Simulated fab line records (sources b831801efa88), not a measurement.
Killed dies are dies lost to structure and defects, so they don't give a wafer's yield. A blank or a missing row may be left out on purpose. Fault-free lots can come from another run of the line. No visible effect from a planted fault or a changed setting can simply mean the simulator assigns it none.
The tool behind it: which one? ; flow sky130 ; Sampling: 11 lots, 33 wafers, 5 of 708 route steps

WHAT EACH GAUGE READ, for each wafer
SKY_VIA3_THK_MEAS_23: measures by xrf.
lot;measured;on;VIA3_W_THK (nm)
L891;day 39 20:38;film-metro-02;392 393 396
L892;day 40 02:13;film-metro-02;390 397 393
L893;day 40 13:44;film-metro-03;401 398 399
L897;day 41 21:42;film-metro-03;392 389 393
L899;day 42 08:48;film-metro-02;387 393 384
L900;day 42 14:34;film-metro-02;384 387 386
L901;day 42 18:35;film-metro-01;378 376 372
L902;day 43 01:44;film-metro-01;386 386 388
L908;day 44 19:23;film-metro-01;393 391 399
L913;day 46 07:54;film-metro-01;392 389 396
L914;day 46 13:55;film-metro-03;396 397 399

SKY_CAP2M_THK_MEAS_01.
lot;measured;on;CAP2M_CVD_00_THK (nm)
L891;day 39 21:11;film-metro-04;15.82 15.53 15.56
L892;day 40 02:45;film-metro-04;15.03 15.41 15.84
L893;day 40 14:17;film-metro-04;15.40 15.17 15.93
L897;day 41 22:14;film-metro-04;15.63 15.93 16.05
L899;day 42 09:21;film-metro-02;15.54 15.51 15.75
L900;day 42 15:07;film-metro-03;15.40 15.58 15.46
L901;day 42 19:08;film-metro-03;15.39 15.64 15.76
L902;day 43 02:17;film-metro-04;15.28 15.30 15.14
L908;day 44 19:55;film-metro-02;20.88 15.72 21.13
L913;day 46 08:50;film-metro-04;15.69 15.87 15.96
L914;day 46 14:27;film-metro-03;15.54 15.88 15.82

TOOL THAT RAN EACH LOT (tool first, then ch and the chambers of the sampled wafers, then the start)
lot;SKY_VIA3_ETCH_14;SKY_VIA3_CVD_21;SKY_CAP2M_CVD_00
L891;rie-diel-02 ch 0,1, day 39 19:39;cvd-w-02 ch 0,1, day 39 20:24;pecvd-04 ch 0,1,2, day 39 21:10
L892;rie-diel-03 ch 0,1,2, day 40 01:11;cvd-w-02 ch 1, day 40 01:58;pecvd-02 ch 0,1,2, day 40 02:44
L893;rie-diel-02 ch 0,1,2, day 40 12:45;cvd-w-02 ch 0,1, day 40 13:30;pecvd-04 ch 0,1, day 40 14:16
L897;rie-diel-02 ch 0,1,3, day 41 20:42;cvd-w-01 ch 0,1, day 41 21:27;pecvd-01 ch 0,2, day 41 22:13
L899;rie-diel-01 ch 0,1, day 42 07:36;cvd-w-02 ch 0,1, day 42 08:34;pecvd-01 ch 1,2, day 42 09:17
L900;rie-diel-01 ch 1,3, day 42 13:17;cvd-w-02 ch 0,1, day 42 14:19;pecvd-04 ch 1,2, day 42 15:04
L901;rie-diel-01 ch 0,2,3, day 42 17:36;cvd-w-01 ch 0,1, day 42 18:21;pecvd-04 ch 0,1,2, day 42 19:07
L902;rie-diel-01 ch 1,3, day 43 00:45;cvd-w-02 ch 0,1, day 43 01:30;pecvd-02 ch 1,2, day 43 02:16
L908;rie-diel-03 ch 0,1,3, day 44 18:18;cvd-w-02 ch 0,1, day 44 19:08;pecvd-01 ch 0,2, day 44 19:54
L913;rie-diel-02 ch 0,1,3, day 46 06:51;cvd-w-02 ch 0,1, day 46 07:39;pecvd-04 ch 1,2, day 46 08:49
L914;rie-diel-03 ch 0,3, day 46 12:54;cvd-w-02 ch 0,1, day 46 13:41;pecvd-02 ch 0,1, day 46 14:25
- SKY_VIA3_ETCH_14: etches BARC in N2/H2, stops on SiO2, time 45.9 s, target depth 60 nm.
- SKY_VIA3_CVD_21: deposits W, target thk 390 nm, time 117.31 s.
- SKY_CAP2M_CVD_00: deposits SiO2, target thk 15.5 nm.

WHAT THE TOOLS THEMSELVES READ (means of the sampled wafers that have a number; where no wafer has one, the mark that the record gives instead)
SKY_VIA3_ETCH_14.
lot;tool;drypump-motor-current-A (A);oes-product-au (a.u.);throttle-valve-pct (%)
L891;rie-diel-02;5.8;0.853;13.228
L892;rie-diel-03;6.0;0.856;13.223
L893;rie-diel-02;5.5;0.858;13.227
L897;rie-diel-02;5.9;0.853;13.226
L899;rie-diel-01;6.4;0.859;13.232
L900;rie-diel-01;6.1;0.858;13.223
L901;rie-diel-01;5.9;0.858;13.233
L902;rie-diel-01;5.8;0.853;13.222
L908;rie-diel-03;6.3;0.859;13.236
L913;rie-diel-02;5.9;0.853;13.224
L914;rie-diel-03;6.2;0.859;13.226

SKY_VIA3_CVD_21.
lot;tool;heater-power-w (W)
L891;cvd-w-02;792
L892;cvd-w-02;772
L893;cvd-w-02;806
L897;cvd-w-01;854
L899;cvd-w-02;807
L900;cvd-w-02;796
L901;cvd-w-01;802
L902;cvd-w-02;849
L908;cvd-w-02;806
L913;cvd-w-02;810
L914;cvd-w-02;846

SKY_CAP2M_CVD_00.
lot;tool;heater-power-w (W)
L891;pecvd-04;641
L892;pecvd-02;770
L893;pecvd-04;571
L897;pecvd-01;785
L899;pecvd-01;799
L900;pecvd-04;628
L901;pecvd-04;645
L902;pecvd-02;682
L908;pecvd-01;772
L913;pecvd-04;674
L914;pecvd-02;700

THE ANSWER, worked out from the rows above alone
Rule: the usual values come from the lots themselves. Put in order of their means at a reading, lots are off if they are a third of the lots or fewer, leave a main group of 4 or more, and stand apart from it by a gap of 3 or more times the standard deviation of the main group's means; of several such gaps the widest counts. A main group is skipped when, at the precision printed for the reading in the tables above, its means are all equal. A lot without any number at a reading at which 4 lots or more have one is off too. Where the step has rows for the other lots, those lots are counted as sound. The gauges are gone through in route order, then the tools' own readings, and for those a lot's mean is taken as printed above. The first step at which some lot is off is used, and at that step the reading that is off furthest; a lot without a number counts as furthest.
Off: L908, at SKY_CAP2M_THK_MEAS_01 (CAP2M_CVD_00_THK). The main group has a mean of 15.59 nm with a standard deviation of 0.18.
A tool fits if, at a process step before that reading, it ran every lot that is off, and no sound lot after the first of them. Gauges at SKY_CAP2M_THK_MEAS_01: tried the same way as those tools. Undecided on this evidence; 2 tools fit (pecvd-01 at SKY_CAP2M_CVD_00, film-metro-02 at SKY_CAP2M_THK_MEAS_01).

WHAT THE SIMULATOR HAD PUT IN
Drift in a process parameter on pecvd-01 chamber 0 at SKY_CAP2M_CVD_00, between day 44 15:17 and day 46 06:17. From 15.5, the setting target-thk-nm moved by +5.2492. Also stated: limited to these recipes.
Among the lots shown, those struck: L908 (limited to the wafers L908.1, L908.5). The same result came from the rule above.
